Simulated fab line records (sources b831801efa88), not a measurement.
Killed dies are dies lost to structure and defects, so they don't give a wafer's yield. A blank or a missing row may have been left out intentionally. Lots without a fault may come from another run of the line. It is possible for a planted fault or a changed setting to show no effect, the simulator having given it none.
Which tool was responsible? :: flow gf180mcu :: 72 wafers from 24 lots sampled at 5 of the route's 602 steps

WHAT EACH GAUGE READ, for each wafer
GF_TOP_METAL_RS_MEAS_05: the measuring method here is four-point-probe. Usual: TOP_METAL_ALCU_RS 0.0329 ohm/sq, standard deviation 0.00046.
lot: L074
measured: day 27 06:28
on: film metro-03
TOP_METAL_ALCU_RS (ohm/sq): 0.0317 0.0318 0.0320
flag: 

lot: L075
measured: day 27 21:34
on: film metro-04
TOP_METAL_ALCU_RS (ohm/sq): 0.0330 0.0327 0.0328
flag: 

lot: L076
measured: day 28 00:38
on: film metro-02
TOP_METAL_ALCU_RS (ohm/sq): 0.0329 0.0331 0.0326
flag: 

lot: L078
measured: day 28 14:09
on: film metro-03
TOP_METAL_ALCU_RS (ohm/sq): 0.0328 0.0331 0.0331
flag: 

lot: L077
measured: day 28 16:46
on: film metro-02
TOP_METAL_ALCU_RS (ohm/sq): 0.0332 0.0333 0.0332
flag: 

lot: L079
measured: day 28 23:01
on: film metro-03
TOP_METAL_ALCU_RS (ohm/sq): 0.0331 0.0328 0.0328
flag: 

lot: L080
measured: day 29 09:47
on: film metro-04
TOP_METAL_ALCU_RS (ohm/sq): 0.0328 0.0327 0.0327
flag: 

lot: L081
measured: day 29 19:31
on: film metro-02
TOP_METAL_ALCU_RS (ohm/sq): 0.0333 0.0328 0.0330
flag: 

lot: L083
measured: day 30 01:46
on: film metro-04
TOP_METAL_ALCU_RS (ohm/sq): 0.0332 0.0335 0.0332
flag: 

lot: L082
measured: day 30 03:20
on: film metro-02
TOP_METAL_ALCU_RS (ohm/sq): 0.0327 0.0325 0.0326
flag: 

lot: L084
measured: day 30 12:14
on: film metro-02
TOP_METAL_ALCU_RS (ohm/sq): 0.0328 0.0331 0.0327
flag: 

lot: L085
measured: day 30 17:30
on: film metro-02
TOP_METAL_ALCU_RS (ohm/sq): 0.0336 0.0338 0.0335
flag: 

lot: L086
measured: day 30 21:35
on: film metro-02
TOP_METAL_ALCU_RS (ohm/sq): 0.0323 0.0320 0.0326
flag: 

lot: L087
measured: day 31 02:59
on: film metro-02
TOP_METAL_ALCU_RS (ohm/sq): 0.0318 0.0333 0.0323
flag: 

lot: L088
measured: day 31 09:48
on: film metro-02
TOP_METAL_ALCU_RS (ohm/sq): 0.0327 0.0336 0.0335
flag: 

lot: L089
measured: day 31 13:54
on: film metro-02
TOP_METAL_ALCU_RS (ohm/sq): 0.0331 0.0329 0.0332
flag: 

lot: L090
measured: day 31 18:20
on: film metro-03
TOP_METAL_ALCU_RS (ohm/sq): 0.0338 0.0331 0.0330
flag: 

lot: L091
measured: day 32 00:10
on: film metro-02
TOP_METAL_ALCU_RS (ohm/sq): 0.0325 0.0332 0.0318
flag: 

lot: L092
measured: day 32 11:13
on: film metro-04
TOP_METAL_ALCU_RS (ohm/sq): 0.0320 0.0324 0.0323
flag: 

lot: L093
measured: day 32 12:04
on: film metro-02
TOP_METAL_ALCU_RS (ohm/sq): 0.0330 0.0329 0.0333
flag: 

lot: L094
measured: day 32 20:23
on: film metro-02
TOP_METAL_ALCU_RS (ohm/sq): 0.0329 0.0326 0.0327
flag: 

lot: L095
measured: day 33 01:24
on: film metro-03
TOP_METAL_ALCU_RS (ohm/sq): 0.0328 0.0332 0.0330
flag: 

lot: L096
measured: day 33 06:04
on: film metro-04
TOP_METAL_ALCU_RS (ohm/sq): 0.0331 0.0334 0.0330
flag: 

lot: L097
measured: day 33 15:13
on: film metro-04
TOP_METAL_ALCU_RS (ohm/sq): 0.0327 0.0329 0.0325
flag: 

TOOL THAT RAN EACH LOT (tool first, then ch and the chambers of the sampled wafers, then the start)
lot: L074
GF_M2_STRIP_17: plasma asher-03 ch 0,1, day 19 06:56
GF_V2_CVD_02: pecvd-01 ch 0,2, day 19 07:37
GF_V2_ETCH_17: rie diel-03 ch 0,3, day 24 09:27 or earlier
GF_V4_STRIP_18: plasma asher-03 ch 1, day 24 09:27

lot: L075
GF_M2_STRIP_17: plasma asher-01 ch 0,1, day 20 00:31
GF_V2_CVD_02: pecvd-03 ch 0,1, day 20 01:09
GF_V2_ETCH_17: rie diel-03 ch 1,3, day 25 02:12 or earlier
GF_V4_STRIP_18: plasma asher-01 ch 0,1, day 25 02:12

lot: L076
GF_M2_STRIP_17: plasma asher-01 ch 0, day 20 01:59
GF_V2_CVD_02: pecvd-02 ch 0,1, day 20 02:39
GF_V2_ETCH_17: rie diel-02 ch 0,2, day 25 03:57 or earlier
GF_V4_STRIP_18: plasma asher-02 ch 0,1, day 25 03:57

lot: L078
GF_M2_STRIP_17: plasma asher-01 ch 0,1, day 20 20:29
GF_V2_CVD_02: pecvd-01 ch 0,1, day 20 21:10
GF_V2_ETCH_17: rie diel-03 ch 0,1,2, day 25 19:45 or earlier
GF_V4_STRIP_18: plasma asher-03 ch 0,1, day 25 19:45

lot: L077
GF_M2_STRIP_17: plasma asher-04 ch 0,1, day 20 23:20
GF_V2_CVD_02: pecvd-01 ch 0,2, day 21 00:02
GF_V2_ETCH_17: rie diel-03 ch 2,3, day 25 23:09 or earlier
GF_V4_STRIP_18: plasma asher-03 ch 0, day 25 23:09

lot: L079
GF_M2_STRIP_17: plasma asher-04 ch 1, day 21 07:26
GF_V2_CVD_02: pecvd-02 ch 0,1, day 21 08:06
GF_V2_ETCH_17: rie diel-04 ch 0,1,2, day 26 04:48 or earlier
GF_V4_STRIP_18: plasma asher-03 ch 0,1, day 26 04:48

lot: L080
GF_M2_STRIP_17: plasma asher-01 ch 0,1, day 21 19:59
GF_V2_CVD_02: pecvd-02 ch 0,1,2, day 21 20:40
GF_V2_ETCH_17: rie diel-03 ch 1,2, day 26 17:18 or earlier
GF_V4_STRIP_18: plasma asher-01 ch 0,1, day 26 17:18

lot: L081
GF_M2_STRIP_17: plasma asher-04 ch 0,1, day 22 06:29
GF_V2_CVD_02: pecvd-03 ch 0,1, day 22 07:13
GF_V2_ETCH_17: rie diel-04 ch 0,1,2, day 27 03:21 or earlier
GF_V4_STRIP_18: plasma asher-01 ch 0,1, day 27 03:21

lot: L083
GF_M2_STRIP_17: plasma asher-03 ch 0,1, day 22 15:02
GF_V2_CVD_02: pecvd-03 ch 0,1,2, day 22 15:47
GF_V2_ETCH_17: rie diel-04 ch 0,2,3, day 27 10:42 or earlier
GF_V4_STRIP_18: plasma asher-01 ch 0,1, day 27 10:42

lot: L082
GF_M2_STRIP_17: plasma asher-01 ch 0, day 22 18:56
GF_V2_CVD_02: pecvd-02 ch 0,1,2, day 22 19:37
GF_V2_ETCH_17: rie diel-02 ch 0,1, day 27 13:09 or earlier
GF_V4_STRIP_18: plasma asher-01 ch 0,1, day 27 13:09

lot: L084
GF_M2_STRIP_17: plasma asher-04 ch 0,1, day 23 04:02
GF_V2_CVD_02: pecvd-01 ch 1,2, day 23 04:42
GF_V2_ETCH_17: rie diel-03 ch 1,2,3, day 27 21:42 or earlier
GF_V4_STRIP_18: plasma asher-01 ch 0,1, day 27 21:42

lot: L085
GF_M2_STRIP_17: plasma asher-03 ch 0,1, day 23 10:36
GF_V2_CVD_02: pecvd-02 ch 0,1,2, day 23 11:20
GF_V2_ETCH_17: rie diel-02 ch 1,3, day 28 03:54 or earlier
GF_V4_STRIP_18: plasma asher-03 ch 0,1, day 28 03:54

lot: L086
GF_M2_STRIP_17: plasma asher-04 ch 0,1, day 23 12:59
GF_V2_CVD_02: pecvd-01 ch 0,1, day 23 13:41
GF_V2_ETCH_17: rie diel-04 ch 0,1,2, day 28 07:18 or earlier
GF_V4_STRIP_18: plasma asher-02 ch 0,1, day 28 07:18

lot: L087
GF_M2_STRIP_17: plasma asher-03 ch 0,1, day 23 22:39
GF_V2_CVD_02: pecvd-03 ch 0,1,2, day 23 23:19
GF_V2_ETCH_17: rie diel-04 ch 0,2,3, day 28 14:39 or earlier
GF_V4_STRIP_18: plasma asher-03 ch 0,1, day 28 14:39

lot: L088
GF_M2_STRIP_17: plasma asher-03 ch 0,1, day 24 04:11
GF_V2_CVD_02: pecvd-01 ch 1,2, day 24 04:52
GF_V2_ETCH_17: rie diel-04 ch 0,1,2, day 28 20:03 or earlier
GF_V4_STRIP_18: plasma asher-02 ch 0,1, day 28 20:03

lot: L089
GF_M2_STRIP_17: plasma asher-01 ch 0,1, day 24 10:49
GF_V2_CVD_02: pecvd-01 ch 0,1,2, day 24 11:29
GF_V2_ETCH_17: rie diel-03 ch 0,2,3, day 29 01:21 or earlier
GF_V4_STRIP_18: plasma asher-03 ch 0,1, day 29 01:21

lot: L090
GF_M2_STRIP_17: plasma asher-01 ch 0,1, day 24 15:26
GF_V2_CVD_02: pecvd-03 ch 0,2, day 24 16:06
GF_V2_ETCH_17: rie diel-02 ch 0,2, day 29 05:42 or earlier
GF_V4_STRIP_18: plasma asher-02 ch 1, day 29 05:42

lot: L091
GF_M2_STRIP_17: plasma asher-04 ch 1, day 24 22:39
GF_V2_CVD_02: pecvd-03 ch 0,2, day 24 23:19
GF_V2_ETCH_17: rie diel-02 ch 0,1,3, day 29 12:21 or earlier
GF_V4_STRIP_18: plasma asher-02 ch 1, day 29 12:21

lot: L092
GF_M2_STRIP_17: plasma asher-03 ch 0,1, day 25 11:50
GF_V2_CVD_02: pecvd-02 ch 0,1, day 25 12:28
GF_V2_ETCH_17: rie diel-02 ch 0,1,3, day 30 00:23 or earlier
GF_V4_STRIP_18: plasma asher-02 ch 0,1, day 30 00:23

lot: L093
GF_M2_STRIP_17: plasma asher-01 ch 0,1, day 25 15:04
GF_V2_CVD_02: pecvd-01 ch 0,1, day 25 15:44
GF_V2_ETCH_17: rie diel-02 ch 2,3, day 30 01:08 or earlier
GF_V4_STRIP_18: plasma asher-01 ch 0,1, day 30 01:08

lot: L094
GF_M2_STRIP_17: plasma asher-01 ch 0,1, day 25 23:56
GF_V2_CVD_02: pecvd-01 ch 0,1,2, day 26 00:36
GF_V2_ETCH_17: rie diel-04 ch 1,2,3, day 30 10:03 or earlier
GF_V4_STRIP_18: plasma asher-02 ch 0,1, day 30 10:03

lot: L095
GF_M2_STRIP_17: plasma asher-03 ch 0,1, day 26 07:15
GF_V2_CVD_02: pecvd-02 ch 0,2, day 26 07:55
GF_V2_ETCH_17: rie diel-04 ch 1,2,3, day 30 17:02 or earlier
GF_V4_STRIP_18: plasma asher-02 ch 0,1, day 30 17:02

lot: L096
GF_M2_STRIP_17: plasma asher-01 ch 0,1, day 26 13:26
GF_V2_CVD_02: pecvd-02 ch 0,1,2, day 26 14:06
GF_V2_ETCH_17: rie diel-03 ch 1,2,3, day 30 22:39 or earlier
GF_V4_STRIP_18: plasma asher-02 ch 0,1, day 30 22:39

lot: L097
GF_M2_STRIP_17: plasma asher-04 ch 0,1, day 27 01:58
GF_V2_CVD_02: pecvd-02 ch 0,1, day 27 02:44
GF_V2_ETCH_17: rie diel-03 ch 0,1,3, day 31 09:24 or earlier
GF_V4_STRIP_18: plasma asher-02 ch 0,1, day 31 09:24
- GF_M2_STRIP_17: strips in O2/N2.
- GF_V2_CVD_02: deposits SiO2 from TEOS, target thk 850 nm, time 94.851 s.
- GF_V2_ETCH_17: etches SiO2 in C4F8/O2/Ar, stops on TiN, target depth 630 nm.
- GF_V4_STRIP_18: strips in O2/N2.

AS READ BY THE TOOLS THEMSELVES (means over the sampled wafers that have a number; for cases with no such wafer, the mark the record gives instead)
GF_M2_STRIP_17. Usual: drypump motor current A 5.5 A, standard deviation 0.43; heater power w 346 W, standard deviation 48; oes product au 0.559 a.u., standard deviation 0.0052; strip time to endpoint s 7.88 s, standard deviation 0.053.
lot: L074
tool: plasma asher-03
drypump motor current A (A): 5.2
heater power w (W): 364
oes product au (a.u.): 0.558
strip time to endpoint s (s): 7.87
flag: 

lot: L075
tool: plasma asher-01
drypump motor current A (A): 6.0
heater power w (W): 316
oes product au (a.u.): 0.563
strip time to endpoint s (s): 7.89
flag: 

lot: L076
tool: plasma asher-01
drypump motor current A (A): 5.9
heater power w (W): 333
oes product au (a.u.): 0.559
strip time to endpoint s (s): 7.87
flag: 

lot: L078
tool: plasma asher-01
drypump motor current A (A): 6.0
heater power w (W): 308
oes product au (a.u.): 0.561
strip time to endpoint s (s): 7.94
flag: 

lot: L077
tool: plasma asher-04
drypump motor current A (A): 5.3
heater power w (W): 370
oes product au (a.u.): 0.562
strip time to endpoint s (s): 7.94
flag: 

lot: L079
tool: plasma asher-04
drypump motor current A (A): 4.9
heater power w (W): 326
oes product au (a.u.): 0.556
strip time to endpoint s (s): 7.84
flag: 

lot: L080
tool: plasma asher-01
drypump motor current A (A): 6.0
heater power w (W): 304
oes product au (a.u.): 0.551
strip time to endpoint s (s): 7.77
flag: 

lot: L081
tool: plasma asher-04
drypump motor current A (A): 5.3
heater power w (W): 369
oes product au (a.u.): 0.563
strip time to endpoint s (s): 7.93
flag: 

lot: L083
tool: plasma asher-03
drypump motor current A (A): 5.1
heater power w (W): 395
oes product au (a.u.): 0.557
strip time to endpoint s (s): 7.87
flag: 

lot: L082
tool: plasma asher-01
drypump motor current A (A): 5.9
heater power w (W): 333
oes product au (a.u.): 0.561
strip time to endpoint s (s): 7.91
flag: 

lot: L084
tool: plasma asher-04
drypump motor current A (A): 5.3
heater power w (W): 374
oes product au (a.u.): 0.560
strip time to endpoint s (s): 7.87
flag: 

lot: L085
tool: plasma asher-03
drypump motor current A (A): 5.1
heater power w (W): 403
oes product au (a.u.): 0.553
strip time to endpoint s (s): 7.83
flag: 

lot: L086
tool: plasma asher-04
drypump motor current A (A): 5.3
heater power w (W): 370
oes product au (a.u.): 0.561
strip time to endpoint s (s): 7.95
flag: 

lot: L087
tool: plasma asher-03
drypump motor current A (A): 5.2
heater power w (W): 398
oes product au (a.u.): 0.558
strip time to endpoint s (s): 7.91
flag: 

lot: L088
tool: plasma asher-03
drypump motor current A (A): 5.2
heater power w (W): 359
oes product au (a.u.): 0.557
strip time to endpoint s (s): 7.83
flag: 

lot: L089
tool: plasma asher-01
drypump motor current A (A): 6.0
heater power w (W): 320
oes product au (a.u.): 0.557
strip time to endpoint s (s): 7.85
flag: 

lot: L090
tool: plasma asher-01
drypump motor current A (A): 6.0
heater power w (W): 322
oes product au (a.u.): 0.562
strip time to endpoint s (s): 7.93
flag: 

lot: L091
tool: plasma asher-04
drypump motor current A (A): 4.9
heater power w (W): 326
oes product au (a.u.): 0.562
strip time to endpoint s (s): 7.95
flag: 

lot: L092
tool: plasma asher-03
drypump motor current A (A): 5.1
heater power w (W): 401
oes product au (a.u.): 0.553
strip time to endpoint s (s): 7.81
flag: 

lot: L093
tool: plasma asher-01
drypump motor current A (A): 6.0
heater power w (W): 321
oes product au (a.u.): 0.556
strip time to endpoint s (s): 7.87
flag: 

lot: L094
tool: plasma asher-01
drypump motor current A (A): 6.0
heater power w (W): 308
oes product au (a.u.): 0.554
strip time to endpoint s (s): 7.91
flag: 

lot: L095
tool: plasma asher-03
drypump motor current A (A): 5.1
heater power w (W): 394
oes product au (a.u.): 0.560
strip time to endpoint s (s): 7.82
flag: 

lot: L096
tool: plasma asher-01
drypump motor current A (A): 6.0
heater power w (W): 321
oes product au (a.u.): 0.560
strip time to endpoint s (s): 7.88
flag: 

lot: L097
tool: plasma asher-04
drypump motor current A (A): 5.1
heater power w (W): 355
oes product au (a.u.): 0.550
strip time to endpoint s (s): 7.81
flag: 

GF_V2_CVD_02. Usual: heater power w reads 645 W (standard deviation 84).
lot: L074
tool: pecvd-01
heater power w (W): 704
flag: 

lot: L075
tool: pecvd-03
heater power w (W): 614
flag: 

lot: L076
tool: pecvd-02
heater power w (W): 738
flag: 

lot: L078
tool: pecvd-01
heater power w (W): 624
flag: 

lot: L077
tool: pecvd-01
heater power w (W): 667
flag: 

lot: L079
tool: pecvd-02
heater power w (W): 696
flag: 

lot: L080
tool: pecvd-02
heater power w (W): 658
flag: 

lot: L081
tool: pecvd-03
heater power w (W): 623
flag: 

lot: L083
tool: pecvd-03
heater power w (W): 615
flag: 

lot: L082
tool: pecvd-02
heater power w (W): 651
flag: 

lot: L084
tool: pecvd-01
heater power w (W): 655
flag: 

lot: L085
tool: pecvd-02
heater power w (W): 693
flag: 

lot: L086
tool: pecvd-01
heater power w (W): 611
flag: 

lot: L087
tool: pecvd-03
heater power w (W): 566
flag: 

lot: L088
tool: pecvd-01
heater power w (W): 664
flag: 

lot: L089
tool: pecvd-01
heater power w (W): 624
flag: 

lot: L090
tool: pecvd-03
heater power w (W): 554
flag: 

lot: L091
tool: pecvd-03
heater power w (W): 526
flag: 

lot: L092
tool: pecvd-02
heater power w (W): 743
flag: 

lot: L093
tool: pecvd-01
heater power w (W): 671
flag: 

lot: L094
tool: pecvd-01
heater power w (W): 584
flag: 

lot: L095
tool: pecvd-02
heater power w (W): 667
flag: 

lot: L096
tool: pecvd-02
heater power w (W): 635
flag: 

lot: L097
tool: pecvd-02
heater power w (W): 672
flag: 

GF_V2_ETCH_17. Usual: oes product au reads 0.855 a.u. (standard deviation 0.005).
lot: L074
tool: rie diel-03
oes product au (a.u.): 0.860
flag: 

lot: L075
tool: rie diel-03
oes product au (a.u.): 0.853
flag: 

lot: L076
tool: rie diel-02
oes product au (a.u.): 0.854
flag: 

lot: L078
tool: rie diel-03
oes product au (a.u.): 0.856
flag: 

lot: L077
tool: rie diel-03
oes product au (a.u.): 0.851
flag: 

lot: L079
tool: rie diel-04
oes product au (a.u.): 0.855
flag: 

lot: L080
tool: rie diel-03
oes product au (a.u.): 0.851
flag: 

lot: L081
tool: rie diel-04
oes product au (a.u.): 0.856
flag: 

lot: L083
tool: rie diel-04
oes product au (a.u.): 0.860
flag: 

lot: L082
tool: rie diel-02
oes product au (a.u.): 0.857
flag: 

lot: L084
tool: rie diel-03
oes product au (a.u.): 0.854
flag: 

lot: L085
tool: rie diel-02
oes product au (a.u.): 0.847
flag: 

lot: L086
tool: rie diel-04
oes product au (a.u.): 0.854
flag: 

lot: L087
tool: rie diel-04
oes product au (a.u.): 0.852
flag: 

lot: L088
tool: rie diel-04
oes product au (a.u.): 0.852
flag: 

lot: L089
tool: rie diel-03
oes product au (a.u.): 0.855
flag: 

lot: L090
tool: rie diel-02
oes product au (a.u.): 0.851
flag: 

lot: L091
tool: rie diel-02
oes product au (a.u.): 0.858
flag: 

lot: L092
tool: rie diel-02
oes product au (a.u.): 0.853
flag: 

lot: L093
tool: rie diel-02
oes product au (a.u.): 0.855
flag: 

lot: L094
tool: rie diel-04
oes product au (a.u.): 0.852
flag: 

lot: L095
tool: rie diel-04
oes product au (a.u.): 0.857
flag: 

lot: L096
tool: rie diel-03
oes product au (a.u.): 0.857
flag: 

lot: L097
tool: rie diel-03
oes product au (a.u.): 0.855
flag: 

GF_V4_STRIP_18. Usual: drypump motor current A 5.7 A, standard deviation 0.34; heater power w 332 W, standard deviation 48; oes product au 0.593 a.u., standard deviation 0.0052.
lot: L074
tool: plasma asher-03
drypump motor current A (A): 5.4
heater power w (W): 330
oes product au (a.u.): 0.592
flag: 

lot: L075
tool: plasma asher-01
drypump motor current A (A): 6.0
heater power w (W): 308
oes product au (a.u.): 0.597
flag: 

lot: L076
tool: plasma asher-02
drypump motor current A (A): 5.8
heater power w (W): 323
oes product au (a.u.): 0.594
flag: 

lot: L078
tool: plasma asher-03
drypump motor current A (A): 5.3
heater power w (W): 360
oes product au (a.u.): 0.588
flag: 

lot: L077
tool: plasma asher-03
drypump motor current A (A): 5.0
heater power w (W): 440
oes product au (a.u.): 0.592
flag: 

lot: L079
tool: plasma asher-03
drypump motor current A (A): 5.1
heater power w (W): 402
oes product au (a.u.): 0.595
flag: 

lot: L080
tool: plasma asher-01
drypump motor current A (A): 6.0
heater power w (W): 303
oes product au (a.u.): 0.591
flag: 

lot: L081
tool: plasma asher-01
drypump motor current A (A): 6.0
heater power w (W): 320
oes product au (a.u.): 0.593
flag: 

lot: L083
tool: plasma asher-01
drypump motor current A (A): 6.0
heater power w (W): 321
oes product au (a.u.): 0.596
flag: 

lot: L082
tool: plasma asher-01
drypump motor current A (A): 6.0
heater power w (W): 320
oes product au (a.u.): 0.593
flag: 

lot: L084
tool: plasma asher-01
drypump motor current A (A): 6.0
heater power w (W): 306
oes product au (a.u.): 0.595
flag: 

lot: L085
tool: plasma asher-03
drypump motor current A (A): 5.2
heater power w (W): 401
oes product au (a.u.): 0.593
flag: 

lot: L086
tool: plasma asher-02
drypump motor current A (A): 5.7
heater power w (W): 303
oes product au (a.u.): 0.595
flag: 

lot: L087
tool: plasma asher-03
drypump motor current A (A): 5.1
heater power w (W): 394
oes product au (a.u.): 0.590
flag: 

lot: L088
tool: plasma asher-02
drypump motor current A (A): 5.7
heater power w (W): 321
oes product au (a.u.): 0.593
flag: 

lot: L089
tool: plasma asher-03
drypump motor current A (A): 5.1
heater power w (W): 401
oes product au (a.u.): 0.594
flag: 

lot: L090
tool: plasma asher-02
drypump motor current A (A): 5.8
heater power w (W): 342
oes product au (a.u.): 0.596
flag: 

lot: L091
tool: plasma asher-02
drypump motor current A (A): 5.8
heater power w (W): 343
oes product au (a.u.): 0.589
flag: 

lot: L092
tool: plasma asher-02
drypump motor current A (A): 5.7
heater power w (W): 302
oes product au (a.u.): 0.596
flag: 

lot: L093
tool: plasma asher-01
drypump motor current A (A): 6.0
heater power w (W): 319
oes product au (a.u.): 0.597
flag: 

lot: L094
tool: plasma asher-02
drypump motor current A (A): 5.7
heater power w (W): 302
oes product au (a.u.): 0.591
flag: 

lot: L095
tool: plasma asher-02
drypump motor current A (A): 5.8
heater power w (W): 321
oes product au (a.u.): 0.593
flag: 

lot: L096
tool: plasma asher-02
drypump motor current A (A): 5.7
heater power w (W): 304
oes product au (a.u.): 0.590
flag: 

lot: L097
tool: plasma asher-02
drypump motor current A (A): 5.8
heater power w (W): 322
oes product au (a.u.): 0.591
flag: 

THE ANSWER, worked out from the rows above alone
Rule: a lot counts as off when the mean over its wafers that have a number is more than 3 standard deviations away from the usual mean. A lot without any number at a reading at which 4 lots or more have one is off too. All remaining lots with rows at the step are treated as sound. The gauges are gone through in route order, then the tools' own readings, and for those a lot's mean is taken as printed above. The first step at which some lot is off is used, and at that step the reading that is off furthest; a lot without a number counts as furthest.
Across all readings shown, no lot is off: no conclusion can be drawn from this.

WHAT HAD BEEN PUT IN BY THE SIMULATOR
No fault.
